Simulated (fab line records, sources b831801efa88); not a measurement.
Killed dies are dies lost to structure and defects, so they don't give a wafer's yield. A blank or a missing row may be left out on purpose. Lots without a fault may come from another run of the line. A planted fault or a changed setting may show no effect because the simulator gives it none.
Which tool did it? | flow gf180mcu | 11 lots, 33 wafers sampled, at 3 steps of a route of 602

WHAT THE GAUGES READ, wafer by wafer
GF_M4_CD_MEAS_14: target cd 280 nm.
lot  | measured     | on        | cd_nm (nm)
L193 | day 23 17:49 | cd_sem-01 | 279.4 280.0 279.9
L194 | day 23 21:34 | cd_sem-02 | 278.3 278.6 278.7
L195 | day 23 23:19 | cd_sem-02 | 281.0 279.8 280.9
L196 | day 24 06:53 | cd_sem-01 | 278.6 278.5 278.8
L198 | day 25 02:32 | cd_sem-02 | 280.3 279.1 279.9
L199 | day 25 18:16 | cd_sem-02 | 283.0 283.3 283.2
L202 | day 26 14:04 | cd_sem-02 | 281.8 282.2 281.3
L207 | day 28 06:16 | cd_sem-01 | 278.2 277.9 278.7
L208 | day 28 14:24 | cd_sem-01 | 279.7 279.4 280.9
L211 | day 29 05:52 | cd_sem-01 | 280.9 280.2 279.7
L216 | day 30 09:31 | cd_sem-01 | 278.4 279.7 279.0

WHICH TOOL RAN EACH LOT (tool, then ch and the chambers of the sampled wafers, then the start)
lot  | GF_V3_SPUTTER_21             | GF_M4_EXPOSE_11
L193 | pvd_sputter-04, day 22 18:32 | krf_scanner-02 ch 0, day 23 06:20
L194 | pvd_sputter-03, day 22 22:15 | krf_scanner-01 ch 0, day 23 10:04
L195 | pvd_sputter-03, day 23 00:24 | krf_scanner-01 ch 0, day 23 12:29
L196 | pvd_sputter-01, day 23 07:17 | krf_scanner-01 ch 0, day 23 19:56
L198 | pvd_sputter-01, day 24 04:01 | krf_scanner-02 ch 0, day 24 16:11
L199 | pvd_sputter-04, day 24 20:40 | krf_scanner-01 ch 0, day 25 07:43
L202 | pvd_sputter-01, day 25 15:57 | krf_scanner-01 ch 0, day 26 03:43
L207 | pvd_sputter-01, day 27 09:32 | krf_scanner-02 ch 0, day 27 20:22
L208 | pvd_sputter-04, day 27 18:12 | krf_scanner-02 ch 0, day 28 05:20
L211 | pvd_sputter-03, day 28 09:28 | krf_scanner-02 ch 0, day 28 20:05
L216 | pvd_sputter-03, day 29 14:02 | krf_scanner-02 ch 0, day 30 00:36
- GF_V3_SPUTTER_21: material Ti, target thk 15 nm, time 80.02 s.
- GF_M4_EXPOSE_11: exposes mask Metal4, target cd 280 nm.

THE ANSWER, worked out from the rows above alone
Rule: what is usual is taken from the lots themselves. Put in order of their means at a reading, lots are off if they are a third of the lots or fewer, leave a main group of 4 or more, and stand apart from it by a gap of 3 or more times the standard deviation of the main group's means; of several such gaps the widest counts. A main group whose means are all the same, to the digits that the tables above print for the reading, isn't used. A lot without any number at a reading at which 4 lots or more have one is off too. The other lots that the step has rows for count as sound.
No lot is off at any reading shown: from this, nothing can be told.

WHAT THE SIMULATOR HAD PUT IN
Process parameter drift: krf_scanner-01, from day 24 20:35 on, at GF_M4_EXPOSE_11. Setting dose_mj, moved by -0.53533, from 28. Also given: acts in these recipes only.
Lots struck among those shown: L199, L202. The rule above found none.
